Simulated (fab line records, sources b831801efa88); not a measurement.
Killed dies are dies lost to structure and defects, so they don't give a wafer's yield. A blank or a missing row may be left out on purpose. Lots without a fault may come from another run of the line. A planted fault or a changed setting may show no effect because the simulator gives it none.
fab line records | flow sky130
record lots=11 wafers=33 last_day=51
route steps=708 shown SD_P@331 SD_N@349 LOCAL_INTERCONNECT@387 CONTACT@407 PAD_OPEN@708
lots that met no fault: from a run of the same line without faults
start_h: hours from the record's first day to the start of the lot's first wafer shown | wait_h: hours since the lot's step before | " the same as in the row above | L1.1+2: a row that stands for several wafers | - no value, or no start given | * or withheld: withheld | < > ~ a bound
route shown NAME@n: a module of which the file shows steps, and the number in the route of the first | usual: mean/standard deviation of fault-free wafers | same: alike in all rows | chamber/n: place in a boat | sites: the reading at each site | _std_site: their standard deviation | _edge_site: outer sites' mean less inner sites' | radius_mm: how far each site lies from the wafer's centre | mask NAME#n: copy n | behind: the tool/chamber that last shaped the wafer | hold: why the lot was held/for how many hours/how that ended | device: the transistor (n, p or np) that didn't switch | end of line: the same wafers' tests at the end of the route | a step without rows: its recipe alone | killed: dies lost to structure and defects at the first sort, not the wafer's yield | map: a wafer's dies, x killed, . not, _ none there
set.NAME: the setting as run; set.NAME@STEP: as run at that earlier step | model.NAME: the simulator's own value behind a step, which no gauge read
steps of the route over a sample of lots; a table a step, a row a wafer
services: from which hour (start_h, from the record's first day; less than 0 if before it) a tool's chamber was out of use, for how many hours, and why
## steps
# step SKY_SD_P_TW_MEAS_11
# usual SD_P_TW=2816/18
# columns lot.wafer tool chamber start_h wait_h SD_P_TW
L136.3 film_metro-01 - 631.90 0.1 2815
L136.4 " - " " 2833
L136.5 " - " " 2833
L138.1 film_metro-01 - 633.94 0.1 2820
L138.3 " - " " 2824
L138.4 " - " " 2828
L139.2 film_metro-02 - 650.35 0.1 2787
L139.3 " - " " 2800
L139.6 " - " " 2800
L141.2 film_metro-02 - 664.24 0.1 2780
L141.3 " - " " 2782
L141.6 " - " " 2794
L142.2 film_metro-01 - 680.00 0.1 2817
L142.3 " - " " 2816
L142.4 " - " " 2817
L143.3 film_metro-04 - 690.16 0.1 2824
L143.4 " - " " 2829
L143.6 " - " " 2836
L150.1 film_metro-04 - 762.59 0.1 2827
L150.4 " - " " 2845
L150.6 " - " " 2821
L152.1 film_metro-04 - 772.08 0.1 2835
L152.2 " - " " 2842
L152.3 " - " " 2828
L153.2 film_metro-01 - 776.90 0.1 2808
L153.4 " - " " 2814
L153.6 " - " " 2800
L155.1 film_metro-02 - 781.13 0.1 2793
L155.2 " - " " 2786
L155.5 " - " " 2808
L156.2 film_metro-02 - 787.69 0.1 2812
L156.4 " - " " 2810
L156.5 " - " " 2810
# step SKY_SD_N_CD_MEAS_07
# recipe target_cd_nm=380
# usual cd_nm=380.3/2.6
# columns lot.wafer tool chamber start_h wait_h cd_nm
L136.3 cd_sem-01 - 688.79 0.1 381.3
L136.4 " - " " 383.4
L136.5 " - " " 384.6
L138.1 cd_sem-01 - 692.88 0.1 376.6
L138.3 " - " " 376.5
L138.4 " - " " 376.7
L139.2 cd_sem-01 - 708.45 0.1 379.6
L139.3 " - " " 379.3
L139.6 " - " " 378.9
L141.2 cd_sem-01 - 720.92 0.1 383.1
L141.3 " - " " 382.7
L141.6 " - " " 382.8
L142.2 cd_sem-02 - 736.07 0.1 380.2
L142.3 " - " " 379.1
L142.4 " - " " 379.7
L143.3 cd_sem-02 - 745.39 0.1 374.9
L143.4 " - " " 377.1
L143.6 " - " " 376.2
L150.1 cd_sem-02 - 815.70 0.1 380.9
L150.4 " - " " 380.1
L150.6 " - " " 382.4
L152.1 cd_sem-01 - 826.20 0.1 379.4
L152.2 " - " " 379.4
L152.3 " - " " 379.2
L153.2 cd_sem-02 - 829.80 0.1 381.2
L153.4 " - " " 381.7
L153.6 " - " " 382.9
L155.1 cd_sem-02 - 832.70 0.1 382.0
L155.2 " - " " 380.7
L155.5 " - " " 381.7
L156.2 cd_sem-01 - 840.75 0.1 378.3
L156.4 " - " " 376.7
L156.5 " - " " 377.8
# step SKY_LOCAL_INTERCONNECT_SPUTTER_00
# recipe material=TiN target_thk_nm=100 temp_c=300 power_w=6500 time_s=83.3 chamber_pressure_pa=0.4
# usual susceptor_temp_C=300.01/0.19 throttle_valve_pct=30.0/0.91
# columns lot.wafer tool chamber start_h wait_h susceptor_temp_C throttle_valve_pct
L136.3 pvd_sputter-04 - 720.09 0.1 299.91 29.9
L136.4 " - " " 299.90 30.9
L136.5 " - " " 299.72 29.5
L138.1 pvd_sputter-04 - 723.94 0.2 299.96 30.6
L138.3 " - " " 299.90 31.3
L138.4 " - " " 299.81 29.2
L139.2 pvd_sputter-04 - 739.30 0.2 299.63 29.5
L139.3 " - " " 300.16 30.6
L139.6 " - " " 300.04 31.0
L141.2 pvd_sputter-04 - 751.62 0.2 300.11 29.8
L141.3 " - " " 300.16 30.7
L141.6 " - " " 299.91 31.0
L142.2 pvd_sputter-04 - 766.75 0.1 299.98 29.4
L142.3 " - " " 299.78 31.0
L142.4 " - " " 300.28 29.3
L143.3 pvd_sputter-03 - 776.20 0.1 300.24 29.1
L143.4 " - " " 300.11 31.6
L143.6 " - " " 299.88 28.9
L150.1 pvd_sputter-02 - 844.78 0.2 300.05 31.0
L150.4 " - " " 299.91 28.7
L150.6 " - " " 299.99 31.1
L152.1 pvd_sputter-04 - 855.77 0.1 299.70 30.5
L152.2 " - " " 299.75 29.5
L152.3 " - " " 300.04 29.6
L153.2 pvd_sputter-04 - 858.67 0.1 299.82 29.5
L153.4 " - " " 299.67 30.7
L153.6 " - " " 300.29 29.6
L155.1 pvd_sputter-04 - 862.50 0.2 300.26 31.0
L155.2 " - " " 299.80 30.7
L155.5 " - " " 299.95 30.8
L156.2 pvd_sputter-04 - 869.44 0.1 300.04 30.9
L156.4 " - " " 300.08 30.9
L156.5 " - " " 299.78 29.5
# step SKY_LOCAL_INTERCONNECT_RS_MEAS_01
# recipe thk_meas_gauge=four-point-probe reads=TiN_of_LOCAL_INTERCONNECT_SPUTTER_00
# usual LOCAL_INTERCONNECT_TIN_RS=14.23/0.16
# columns lot.wafer tool chamber start_h wait_h LOCAL_INTERCONNECT_TIN_RS[ohm/sq]
L136.3 film_metro-03 - 720.19 0.1 14.25
L136.4 " - " " 14.23
L136.5 " - " " 14.22
L138.1 film_metro-04 - 724.01 0.0 14.39
L138.3 " - " " 14.53
L138.4 " - " " 14.61
L139.2 film_metro-03 - 739.39 0.1 14.26
L139.3 " - " " 14.11
L139.6 " - " " 14.12
L141.2 film_metro-01 - 751.70 0.1 14.48
L141.3 " - " " 14.81
L141.6 " - " " 14.98
L142.2 film_metro-01 - 766.83 0.1 14.30
L142.3 " - " " 14.87
L142.4 " - " " 14.37
L143.3 film_metro-03 - 776.30 0.1 13.96
L143.4 " - " " 14.16
L143.6 " - " " 13.94
L150.1 film_metro-01 - 844.85 0.0 14.04
L150.4 " - " " 13.97
L150.6 " - " " 13.86
L152.1 film_metro-03 - 855.84 0.0 14.38
L152.2 " - " " 14.67
L152.3 " - " " 14.50
L153.2 film_metro-04 - 858.76 0.1 14.16
L153.4 " - " " 14.20
L153.6 " - " " 14.49
L155.1 film_metro-03 - 862.56 0.0 14.10
L155.2 " - " " 14.14
L155.5 " - " " 14.07
L156.2 film_metro-03 - 869.53 0.1 14.29
L156.4 " - " " 14.38
L156.5 " - " " 14.31
# step SKY_LOCAL_INTERCONNECT_THK_MEAS_02
# recipe thk_meas_gauge=xrf reads=TiN_of_LOCAL_INTERCONNECT_SPUTTER_00
# usual LOCAL_INTERCONNECT_TIN_THK=98.8/1.1
# columns lot.wafer tool chamber start_h wait_h LOCAL_INTERCONNECT_TIN_THK[nm]
L136.3 film_metro-03 - 720.29 0.1 98.9
L136.4 " - " " 98.8
L136.5 " - " " 98.5
L138.1 film_metro-04 - 724.13 0.1 97.8
L138.3 " - " " 97.9
L138.4 " - " " 97.0
L139.2 film_metro-03 - 739.50 0.1 98.1
L139.3 " - " " 99.4
L139.6 " - " " 99.5
L141.2 film_metro-01 - 751.81 0.1 96.6
L141.3 " - " " 94.4
L141.6 " - " " 93.3
L142.2 film_metro-01 - 766.94 0.1 97.4
L142.3 " - " " 94.5
L142.4 " - " " 97.6
L143.3 film_metro-03 - 776.40 0.1 100.4
L143.4 " - " " 98.7
L143.6 " - " " 100.4
L150.1 film_metro-01 - 844.97 0.1 100.0
L150.4 " - " " 100.5
L150.6 " - " " 100.8
L152.1 film_metro-03 - 855.96 0.1 98.4
L152.2 " - " " 96.2
L152.3 " - " " 97.5
L153.2 film_metro-04 - 858.87 0.1 99.4
L153.4 " - " " 99.1
L153.6 " - " " 96.5
L155.1 film_metro-03 - 862.68 0.1 99.5
L155.2 " - " " 99.7
L155.5 " - " " 99.9
L156.2 film_metro-03 - 869.64 0.1 98.2
L156.4 " - " " 97.4
L156.5 " - " " 98.4
# step SKY_LOCAL_INTERCONNECT_METAL_ETCH_14
# recipe target_depth_nm=110 stop_on=PSG chemistry=Cl2/BCl3 target=TiN resist_sidewall_deg=88 pressure_mtorr=10 icp_w=900 bias_w=48.5 Cl2_flow_sccm=60 bcl3_flow_sccm=30 time_s=31.4
# usual bcl3_flow_sccm=29.97/0.08 drypump_motor_current_A=5.5/0.47 oes_product_au=0.938/0.0077 throttle_valve_pct=21.903/0.0093
# columns lot.wafer tool chamber start_h wait_h bcl3_flow_sccm drypump_motor_current_A oes_product_au rf_hours_counter_h throttle_valve_pct
L136.3 rie_metal-04 0 748.31 0.0 29.93 5.8 0.942 - 21.911
L136.4 " 1 " " 30.03 4.7 0.943 - 21.897
L136.5 " 1 " " 29.98 4.7 0.941 - 21.910
L138.1 rie_metal-02 1 751.59 0.0 29.98 5.3 0.931 14 21.896
L138.3 " 0 " " 30.00 6.0 0.925 - 21.898
L138.4 " 1 " " 30.01 5.3 0.922 - 21.894
L139.2 rie_metal-02 0 767.34 0.0 30.09 6.0 0.939 14 21.897
L139.3 " 1 " " 30.01 5.3 0.947 - 21.913
L139.6 " 1 " " 29.98 5.3 0.945 - 21.894
L141.2 rie_metal-01 0 779.15 0.0 30.18 5.1 0.926 14 21.912
L141.3 " 0 " " 30.13 5.1 0.918 - 21.915
L141.6 " 1 " " 29.97 6.1 0.906 - 21.919
L142.2 rie_metal-04 0 794.15 0.0 30.02 5.8 0.937 9 21.904
L142.3 " 0 " " 29.88 5.8 0.915 - 21.914
L142.4 " 1 " " 29.97 4.8 0.928 - 21.894
L143.3 rie_metal-01 1 803.84 0.1 30.06 6.1 0.950 - 21.883
L143.4 " 0 " " 29.96 5.1 0.942 - 21.885
L143.6 " 0 " " 30.00 5.1 0.948 - 21.891
L150.1 rie_metal-02 1 871.85 0.1 29.91 5.3 0.943 4 21.892
L150.4 " 1 " " 29.89 5.3 0.949 - 21.898
L150.6 " 1 " " 29.98 5.3 0.945 - 21.878
L152.1 rie_metal-01 1 882.52 0.0 29.88 6.1 0.930 7 21.899
L152.2 " 0 " " 30.04 5.1 0.916 4 21.916
L152.3 " 1 " " 29.82 6.1 0.928 - 21.933
L153.2 rie_metal-04 1 885.64 0.0 30.03 4.7 0.939 11 21.891
L153.4 " 1 " " 29.98 4.7 0.939 - 21.900
L153.6 " 0 " " 30.04 5.8 0.927 - 21.912
L155.1 rie_metal-02 1 889.11 0.1 29.87 5.3 0.936 5 21.911
L155.2 " 1 " " 30.11 5.3 0.939 - 21.891
L155.5 " 1 " " 29.98 5.3 0.942 - 21.899
L156.2 rie_metal-02 1 895.33 0.1 30.03 5.3 0.943 - 21.897
L156.4 " 1 " " 30.06 5.3 0.923 - 21.911
L156.5 " 1 " " 30.07 5.3 0.936 - 21.900
# step SKY_CONTACT_THK_MEAS_01
# recipe reads=Si3N4_of_CONTACT_CVD_00
# usual CONTACT_CVD_00_THK=75.0/0.99
# columns lot.wafer tool chamber start_h wait_h CONTACT_CVD_00_THK[nm]
L136.3 film_metro-01 - 749.00 - 75.0
L136.4 " - " " 75.7
L136.5 " - " " 74.8
L138.1 film_metro-02 - 752.31 - 75.2
L138.3 " - " " 75.9
L138.4 " - " " 75.8
L139.2 film_metro-01 - 768.05 - 75.1
L139.3 " - " " 74.8
L139.6 " - " " 77.0
L141.2 film_metro-01 - 779.87 - 72.4
L141.3 " - " " 73.6
L141.6 " - " " 74.3
L142.2 film_metro-03 - 794.87 - 75.3
L142.3 " - " " 74.5
L142.4 " - " " 76.4
L143.3 film_metro-03 - 804.53 - 74.7
L143.4 " - " " 74.8
L143.6 " - " " 75.5
L150.1 film_metro-01 - 872.58 - 75.0
L150.4 " - " " 76.6
L150.6 " - " " 76.1
L152.1 film_metro-03 - 883.21 - 73.1
L152.2 " - " " 75.0
L152.3 " - " " 74.9
L153.2 film_metro-01 - 886.37 - 74.3
L153.4 " - " " 75.7
L153.6 " - " " 74.7
L155.1 film_metro-01 - 889.84 - 75.0
L155.2 " - " " 74.2
L155.5 " - " " 77.0
L156.2 film_metro-03 - 896.12 - 74.9
L156.4 " - " " 76.4
L156.5 " - " " 76.1
# step SKY_PAD_OPEN_PROBE_99
# usual killed_at_M0_to_M3=44/7.4 killed_at_M4_up=3.1/1.8 killed_at_contacts=25/6 killed_at_front_end=15/4.4 killed_at_other=0.3/0.49 killed_dies=88/10 killed_open=48/7.4 killed_short=39/6.3
# same gross_dies=492 killed_at_back_side=0
# columns lot.wafer tool chamber start_h wait_h killed_at_M0_to_M3 killed_at_M4_up killed_at_contacts killed_at_front_end killed_at_other killed_dies killed_open killed_short
L139.2 prober-02 - 1124.60 0.1 46 5 29 10 0 90 46 44
L139.3 prober-02 - 1124.65 0.2 39 2 23 9 0 73 39 34
L139.6 prober-02 - 1124.80 0.2 38 2 25 11 0 76 44 32
L142.2 prober-01 - 1144.31 0.1 35 1 33 16 0 85 47 38
L142.3 prober-01 - 1144.36 0.2 50 1 33 19 0 103 63 40
L142.4 prober-01 - 1144.41 0.2 32 3 17 29 0 81 40 41
L143.3 prober-01 - 1154.27 0.2 31 4 20 10 0 65 35 30
L143.4 prober-01 - 1154.32 0.2 50 3 20 11 0 84 46 38
L143.6 prober-01 - 1154.42 0.2 45 3 28 23 0 99 53 44
# killed by level:class
L139.2 VIA1:geometric_particle:open=9 LI_CONTACT:geometric_particle:open=8 CONTACT:geometric_particle:open=8 VIA2:geometric_particle:open=8 METAL2:geometric_particle:short=7 METAL1:geometric_particle:short=6 FIELD_ISO:geometric_particle:short=5 LI_CONTACT:geometric_particle:short=5
L139.3 CONTACT:geometric_particle:open=10 VIA2:geometric_particle:open=7 LI_CONTACT:geometric_particle:open=6 METAL2:geometric_particle:short=6 VIA1:geometric_particle:short=5 VIA1:geometric_particle:open=5 VIA3:geometric_particle:open=5 LOCAL_INTERCONNECT:geometric_particle:short=4
L139.6 VIA2:geometric_particle:open=10 CONTACT:geometric_particle:open=8 VIA1:geometric_particle:open=8 LI_CONTACT:geometric_particle:open=7 METAL2:geometric_particle:short=5 LOCAL_INTERCONNECT:geometric_particle:short=4 CONTACT:geometric_particle:short=4 VIA3:geometric_particle:short=4
L142.2 CONTACT:geometric_particle:open=13 LOCAL_INTERCONNECT:geometric_particle:short=11 VIA1:geometric_particle:open=7 FIELD_ISO:geometric_particle:open=6 VIA3:geometric_particle:open=6 METAL3:geometric_particle:short=6 VIA2:geometric_particle:open=5 FIELD_ISO:geometric_particle:short=4
L142.3 LI_CONTACT:geometric_particle:open=11 CONTACT:geometric_particle:open=10 VIA1:geometric_particle:open=10 VIA2:geometric_particle:open=9 VIA3:geometric_particle:open=6 FIELD_ISO:geometric_particle:short=5 METAL2:geometric_particle:short=5 FIELD_ISO:geometric_particle:open=4
L142.4 FIELD_ISO:geometric_particle:short=11 FIELD_ISO:geometric_particle:open=9 VIA1:geometric_particle:open=7 CONTACT:geometric_particle:open=6 VIA2:geometric_particle:short=5 VIA3:geometric_particle:open=5 POLY_GATE:geometric_particle:short=4 LI_CONTACT:geometric_particle:open=4
L143.3 CONTACT:geometric_particle:open=12 METAL1:geometric_particle:short=7 VIA1:geometric_particle:open=5 FIELD_ISO:geometric_particle:open=4 CONTACT:geometric_particle:short=4 VIA3:geometric_particle:open=4 VIA2:geometric_particle:short=3 VIA1:geometric_particle:short=3
L143.4 VIA1:geometric_particle:open=13 METAL1:geometric_particle:short=8 VIA3:geometric_particle:open=7 VIA2:geometric_particle:open=7 METAL1:geometric_particle:open=5 LOCAL_INTERCONNECT:geometric_particle:short=5 CONTACT:geometric_particle:open=5 CONTACT:geometric_particle:short=5
L143.6 CONTACT:geometric_particle:open=9 VIA1:geometric_particle:open=9 POLY_GATE:geometric_particle:short=8 LI_CONTACT:geometric_particle:open=7 VIA1:geometric_particle:short=7 POLY_GATE:geometric_particle:open=6 CONTACT:geometric_particle:short=6 METAL1:geometric_particle:short=6
## services
# columns tool chamber start_h hours kind
pvd_sputter-04 2 707.49 - consumable_replace:kit
pvd_sputter-04 2 707.49 18.0 scheduled_down
pvd_sputter-04 2 707.49 18.0 vent_cycle
pvd_sputter-03 - 716.17 9.4 repair
rie_metal-02 0 718.64 4.6 repair
rie_metal-01 0 782.01 - clean
rie_metal-01 0 782.01 13.3 scheduled_down
rie_metal-01 0 782.01 13.3 vent_cycle
rie_metal-02 1 790.88 - clean
rie_metal-02 1 790.88 17.0 scheduled_down
rie_metal-02 1 790.88 17.0 vent_cycle
rie_metal-02 0 802.16 16.8 repair
rie_metal-02 - 822.78 1.4 pm
pvd_sputter-02 - 828.43 2.8 repair
pvd_sputter-02 - 835.56 3.0 repair
pvd_sputter-04 1 839.92 - consumable_replace:kit
pvd_sputter-04 1 839.92 18.0 scheduled_down
pvd_sputter-04 1 839.92 18.0 vent_cycle
rie_metal-01 1 845.90 17.6 repair
rie_metal-02 0 855.72 25.8 repair
rie_metal-02 0 881.57 - clean
rie_metal-02 0 881.57 20.8 scheduled_down
rie_metal-02 0 881.57 20.8 vent_cycle
rie_metal-04 - 890.70 0.5 repair
## key
first_sign step=SKY_LOCAL_INTERCONNECT_RS_MEAS_01 reading=LOCAL_INTERCONNECT_TIN_RS direction=up sigmas=4 usual=14.23 struck=14.89
effect step=SKY_LOCAL_INTERCONNECT_THK_MEAS_02 reading=LOCAL_INTERCONNECT_TIN_THK direction=down sigmas=4.2 usual=98.8 struck=94.1
effect step=SKY_LOCAL_INTERCONNECT_METAL_ETCH_14 reading=oes_product_au direction=down sigmas=3.2 usual=0.938 struck=0.913
met_at SKY_LOCAL_INTERCONNECT_SPUTTER_00
struck_lots L141,L142
struck_wafers L141.3,L141.6,L142.3
tester_left_out L141,L142
not_acting_at SKY_SD_P_TW_MEAS_11,SKY_SD_N_CD_MEAS_07,SKY_CONTACT_THK_MEAS_01
onset_between 739.30 751.62
fault kind=process_parameter_drift tool=pvd_sputter-04 chamber=- onset_h=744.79 steps=SKY_LOCAL_INTERCONNECT_SPUTTER_00 channel=target_thk_nm offset=-3.1487 shape=step end_h=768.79 scope=struck_wafers_only acts_in=these_recipes_only stated=100
# tester_left_out: of these lots the tester's yield and bins aren't shown, on N5 and GAA mostly nor the transistor test; their killed dies are dies lost to structure and defects alone, not to doping, threshold or leakage, so they don't give the yield
